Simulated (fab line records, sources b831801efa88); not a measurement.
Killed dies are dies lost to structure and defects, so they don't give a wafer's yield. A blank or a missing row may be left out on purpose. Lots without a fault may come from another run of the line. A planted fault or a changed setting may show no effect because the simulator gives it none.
Chamber matching | flow sky130 | SKY_LI_CONTACT_ETCH_15 on rie_diel-01: 4 sister chambers
The step etches PSG in C4F8/O2/Ar, stops on Si, target depth 600 nm. 4 wafers are shown with their chamber, then 10 later ones without.

WAFERS WITH THEIR CHAMBER
wafer  | chamber | oes_product_au (a.u.)
L084.2 | 2       | 0.830
L086.5 | 3       | 0.837
L087.1 | 0       | 0.837
L087.3 | 1       | 0.831

WAFERS WITHOUT THEIR CHAMBER
wafer  | oes_product_au (a.u.)
L087.5 | 0.836
L089.1 | 0.834
L089.2 | 0.837
L089.6 | 0.832
L094.2 | 0.833
L094.4 | 0.842
L094.6 | 0.831
L096.1 | 0.837
L096.3 | 0.833
L096.5 | 0.832

WHICH CHAMBER EACH WENT THROUGH
wafer  | from the rows above               | in truth
L087.5 | can't be placed: 0 or 3 or 1      | 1
L089.1 | can't be placed: 0 or 1 or 3 or 2 | 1
L089.2 | can't be placed: 0 or 3           | 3
L089.6 | can't be placed: 1 or 2 or 0 or 3 | 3
L094.2 | can't be placed: 1 or 2 or 0 or 3 | 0
L094.4 | can't be placed: 0 or 3           | 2
L094.6 | can't be placed: 1 or 2           | 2
L096.1 | can't be placed: 0 or 3           | 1
L096.3 | can't be placed: 1 or 2 or 0 or 3 | 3
L096.5 | can't be placed: 1 or 2 or 0 or 3 | 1
Placed correctly: 0 of 10. Can't be placed from these rows: 10 (the true chamber is among the candidates in 8). Placed wrongly: 0.
How it was worked out, from the rows above alone: a wafer's distance from a chamber is the root of the sum, over the readings, of the square of ((its reading less the chamber's mean) divided by the reading's scatter). The wafer belongs to the nearest chamber; if the next one is less than 2 further off, it can't be placed. A chamber's mean is the mean of its shown wafers. The scatter: with one shown wafer a chamber, the root of the mean of the squares of how far each hidden wafer lies from its nearest shown one.
